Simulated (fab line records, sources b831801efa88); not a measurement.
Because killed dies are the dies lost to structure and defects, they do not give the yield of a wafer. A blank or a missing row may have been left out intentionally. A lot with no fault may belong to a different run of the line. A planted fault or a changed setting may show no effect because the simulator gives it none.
One fault seen from 2 desks ; flow sky130 ; what lay behind the numbers comes last; until then each desk has only its own

== AT THE METROLOGY DESK ==
Lot by lot, what the gauges showed, no matter which tool ran the lot: averages of those sampled wafers that carry a number. Marked OUT: a lot whose mean sits more than 4 standard deviations from the usual mean, which makes it out of limits; the brackets give that distance.
Columns: A = cdNm at SKY_VT_ADJUST_HVTR_CD_MEAS_07, usual 379.6 nm; B = LI_CONTACT_OVL at SKY_LI_CONTACT_OVL_MEAS_13, usual 1 nm
lot;first seen here;A;B
L990;day 9 17:17;378.8;3
L992;day 10 02:25;384.3;2
L991;day 10 02:50;377.3;-8
L993;day 10 11:09;375.8;7
L994;day 10 17:47;381.2;-4
L998;day 12 03:05;382.1;3
L999;day 12 10:02;384.2;-3
L106;day 14 08:49;380.3;5
L108;day 14 19:50;380.1;3
L110;day 15 16:53;380.8;0
L112;day 16 08:30;380.5;1
L113;day 16 11:04;380.0;4
L995;day 31 04:43;-;5
L996;day 31 15:01;-;-3
This desk's finding: nothing out of limits on any of the 14 lots.

== TOOL OWNER'S DESK, ilineStepper-02 ==
The tool's own readings at SKY_VT_ADJUST_HVTR_EXPOSE_04 (exposes mask HVTRM, target cd 380 nm): means of the sampled wafers that have a number, for each lot that ran on this tool. Marked OUT: a lot whose mean sits more than 4 standard deviations from the usual mean, which makes it out of limits; the brackets give that distance.
Columns: A = exposureDoseMJCm2 at SKY_VT_ADJUST_HVTR_EXPOSE_04, usual 149.54; B = focusOffsetNm at SKY_VT_ADJUST_HVTR_EXPOSE_04, usual 0.1 nm
lot;first seen here;A;B
L990;day 9 06:21;149.59;-0.5
L991;day 9 16:40;149.66;0.6
L993;day 9 23:32;149.46;-0.1
L998;day 11 15:27;149.33;0.3
L999;day 11 22:44;149.65;-0.8
L106;day 13 20:37;149.49;-0.0
L110;day 15 02:56;149.68;0.0
L112;day 15 18:34;149.51;0.6
L113;day 15 21:31;149.57;-0.1
This desk's finding: nothing out of limits on any of the 9 lots.

== PUT TOGETHER ==
The metrology desk saw nothing out of limits.
The desk of the tool owner found nothing out of limits.

== WHAT HAD BEEN PUT IN BY THE SIMULATOR ==
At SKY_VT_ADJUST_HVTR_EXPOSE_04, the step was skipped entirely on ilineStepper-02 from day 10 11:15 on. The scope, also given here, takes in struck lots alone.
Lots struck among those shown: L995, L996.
